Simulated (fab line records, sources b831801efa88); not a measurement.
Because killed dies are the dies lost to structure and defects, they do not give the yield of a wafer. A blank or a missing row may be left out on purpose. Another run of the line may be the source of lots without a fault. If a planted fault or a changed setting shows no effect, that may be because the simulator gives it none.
Which of the tools did it? | flow sky130 | 12 lots with 36 wafers sampled at 4 steps, on a route of 708 steps

== WHAT THE GAUGES SHOWED, per wafer ==
SKY_VIA4_BOW_MEAS_03. Usual: for VIA4_BOW the level is 79 um and the standard deviation is 7.6.
lot  | measured     | on            | VIA4_BOW (um) | flag
L962 | day 41 11:11 | film metro-03 | 82 79 80      |
L961 | day 41 12:55 | film metro-03 | 95 89 77      |
L971 | day 44 11:58 | film metro-04 | 83 84 71      |
L972 | day 45 01:22 | film metro-04 | 80 76 73      |
L974 | day 45 13:21 | film metro-02 | 88 79 81      |
L975 | day 45 16:43 | film metro-02 | 76 72 73      |
L976 | day 45 17:56 | film metro-02 | 81 78 89      |
L977 | day 46 07:20 | film metro-04 | 87 76 86      |
L981 | day 47 02:07 | film metro-02 | 68 90 83      |
L982 | day 47 04:03 | film metro-03 | 88 93 80      |
L983 | day 47 04:59 | film metro-04 | 68 78 62      |
L984 | day 47 11:39 | film metro-04 | 76 66 70      |

== WHICH TOOL RAN EACH LOT (tool, then ch and the chambers of the sampled wafers, then the start) ==
lot  | SKY_CONTACT_CMP_27            | SKY_METAL4_SPUTTER_02        | SKY_CAP2M_STRIP_14
L962 | cmp-02 ch 0,1,3, day 31 07:29 | pvd sputter-03, day 39 09:23 | plasma asher-02 ch 0,1, day 40 09:26
L961 | cmp-02 ch 0,1,3, day 31 08:46 | pvd sputter-03, day 39 10:35 | plasma asher-03 ch 0,1, day 40 11:00
L971 | cmp-02 ch 0,1,3, day 34 17:02 | pvd sputter-02, day 42 12:40 | plasma asher-03 ch 0,1, day 43 11:30
L972 | cmp-02 ch 0,1, day 35 11:31   | pvd sputter-02, day 43 02:49 | plasma asher-04 ch 0,1, day 44 01:44
L974 | cmp-01 ch 0,1,2, day 36 02:59 | pvd sputter-04, day 43 18:09 | plasma asher-02 ch 0,1, day 44 15:40
L975 | cmp-01 ch 2,3, day 36 09:21   | pvd sputter-03, day 43 21:18 | plasma asher-02 ch 0,1, day 44 18:53
L976 | cmp-01 ch 1,2,3, day 36 11:55 | pvd sputter-03, day 43 22:53 | plasma asher-04 ch 0,1, day 44 19:49
L977 | cmp-01 ch 2,3, day 36 22:53   | pvd sputter-03, day 44 10:56 | plasma asher-03 ch 0,1, day 45 08:02
L981 | cmp-02 ch 0,1,3, day 38 00:22 | pvd sputter-03, day 45 07:08 | plasma asher-02 ch 0,1, day 46 03:35
L982 | cmp-01 ch 0,1,2, day 38 01:13 | pvd sputter-03, day 45 08:02 | plasma asher-03 ch 0,1, day 46 05:19
L983 | cmp-02 ch 1,2,3, day 38 06:46 | pvd sputter-03, day 45 10:47 | plasma asher-04 ch 0,1, day 46 07:37
L984 | cmp-01 ch 1,3, day 38 16:26   | pvd sputter-02, day 45 17:12 | plasma asher-03 ch 0,1, day 46 13:59
- SKY_CONTACT_CMP_27: polishes, stops on SiO2, t overpolish 15 s, target thk 0 nm.
- SKY_METAL4_SPUTTER_02: material AlCu, target thk 735 nm, time 39.1 s.
- SKY_CAP2M_STRIP_14: strips in O2/N2.

== AS READ BY THE TOOLS THEMSELVES (means over the sampled wafers that have a number; for cases with no such wafer, the mark the record gives instead) ==
SKY_CONTACT_CMP_27. Usual: head pressure psi 3.499 psi, standard deviation 0.0078; motor current A 11.4 A, standard deviation 0.83; overpolish run s 15.000 s, standard deviation 0.0087; retaining ring pressure frac 1.000, standard deviation 0.0052; time to endpoint s 83 s, standard deviation 3.9.
lot  | tool   | head pressure psi (psi) | motor current A (A) | overpolish run s (s) | retaining ring pressure frac | time to endpoint s (s) | flag
L962 | cmp-02 | 3.501                   | 11.8                | 15.000               | 1.000                        | 80                     |
L961 | cmp-02 | 3.498                   | 11.8                | 14.994               | 1.000                        | 81                     |
L971 | cmp-02 | 3.498                   | 11.7                | 15.005               | 0.998                        | 81                     |
L972 | cmp-02 | 3.490                   | 11.9                | 14.994               | 1.001                        | 84                     |
L974 | cmp-01 | 3.500                   | 11.2                | 14.999               | 0.999                        | 89                     |
L975 | cmp-01 | 3.494                   | 10.6                | 15.004               | 1.001                        | 83                     |
L976 | cmp-01 | 3.501                   | 11.2                | 15.008               | 1.001                        | 85                     |
L977 | cmp-01 | 3.496                   | 10.8                | 14.999               | 1.000                        | 84                     |
L981 | cmp-02 | 3.500                   | 11.8                | 14.998               | 1.000                        | 77                     |
L982 | cmp-01 | 3.506                   | 11.3                | 14.999               | 1.001                        | 85                     |
L983 | cmp-02 | 3.503                   | 11.5                | 15.003               | 0.996                        | 82                     |
L984 | cmp-01 | 3.506                   | 11.4                | 14.999               | 1.001                        | 81                     |

SKY_METAL4_SPUTTER_02. Usual: throttle valve pct 30.3 %, standard deviation 1.1.
lot  | tool           | throttle valve pct (%) | flag
L962 | pvd sputter-03 | 31.1                   |
L961 | pvd sputter-03 | 30.8                   |
L971 | pvd sputter-02 | 30.3                   |
L972 | pvd sputter-02 | 30.2                   |
L974 | pvd sputter-04 | 29.9                   |
L975 | pvd sputter-03 | 30.2                   |
L976 | pvd sputter-03 | 30.0                   |
L977 | pvd sputter-03 | 30.9                   |
L981 | pvd sputter-03 | 30.8                   |
L982 | pvd sputter-03 | 31.0                   |
L983 | pvd sputter-03 | 31.1                   |
L984 | pvd sputter-02 | 30.0                   |

SKY_CAP2M_STRIP_14. Usual: drypump motor current A 5.7 A, standard deviation 0.58; n2 flow sccm 300.0 sccm, standard deviation 0.8; o2 flow sccm 3001 sccm, standard deviation 9.4; oes product au 0.710 a.u., standard deviation 0.0048; strip time to endpoint s 12.64 s, standard deviation 0.042.
lot  | tool            | drypump motor current A (A) | n2 flow sccm (sccm) | o2 flow sccm (sccm) | oes product au (a.u.) | strip time to endpoint s (s) | flag
L962 | plasma asher-02 | 6.2                         | 299.4               | 2984                | 0.707                 | 12.65                        |
L961 | plasma asher-03 | 5.7                         | 300.2               | 2999                | 0.709                 | 12.64                        |
L971 | plasma asher-03 | 5.7                         | 300.1               | 3006                | 0.711                 | 12.61                        |
L972 | plasma asher-04 | 5.6                         | 299.5               | 2988                | 0.712                 | 12.65                        |
L974 | plasma asher-02 | 6.2                         | 299.6               | 3013                | 0.711                 | 12.52                        |
L975 | plasma asher-02 | 6.2                         | 299.8               | 3007                | 0.707                 | 12.64                        |
L976 | plasma asher-04 | 5.6                         | 299.4               | 2998                | 0.712                 | 12.60                        |
L977 | plasma asher-03 | 5.7                         | 299.5               | 3005                | 0.711                 | 12.60                        |
L981 | plasma asher-02 | 6.2                         | 300.3               | 3006                | 0.711                 | 12.61                        |
L982 | plasma asher-03 | 5.7                         | 301.0               | 2999                | 0.711                 | 12.65                        |
L983 | plasma asher-04 | 5.9                         | 300.3               | 3003                | 0.705                 | 12.69                        |
L984 | plasma asher-03 | 5.3                         | 299.4               | 3002                | 0.708                 | 12.65                        |

== THE ANSWER, worked out from the rows above alone ==
Rule: take the mean of a lot's wafers that have a number; if it is more than 3 standard deviations from the usual mean, the lot is off. Also off: a lot with no number at a reading for which 4 or more lots have one. Any other lot the step has rows for is counted as sound. First the gauges in route order, then the tools' own readings, where a lot's mean is used as printed above. The first step at which some lot is off is used, and at that step the reading that is off furthest; a lot without a number counts as furthest.
None of the lots is off at any reading shown; this tells nothing.

== WHAT THE SIMULATOR HAD INSERTED ==
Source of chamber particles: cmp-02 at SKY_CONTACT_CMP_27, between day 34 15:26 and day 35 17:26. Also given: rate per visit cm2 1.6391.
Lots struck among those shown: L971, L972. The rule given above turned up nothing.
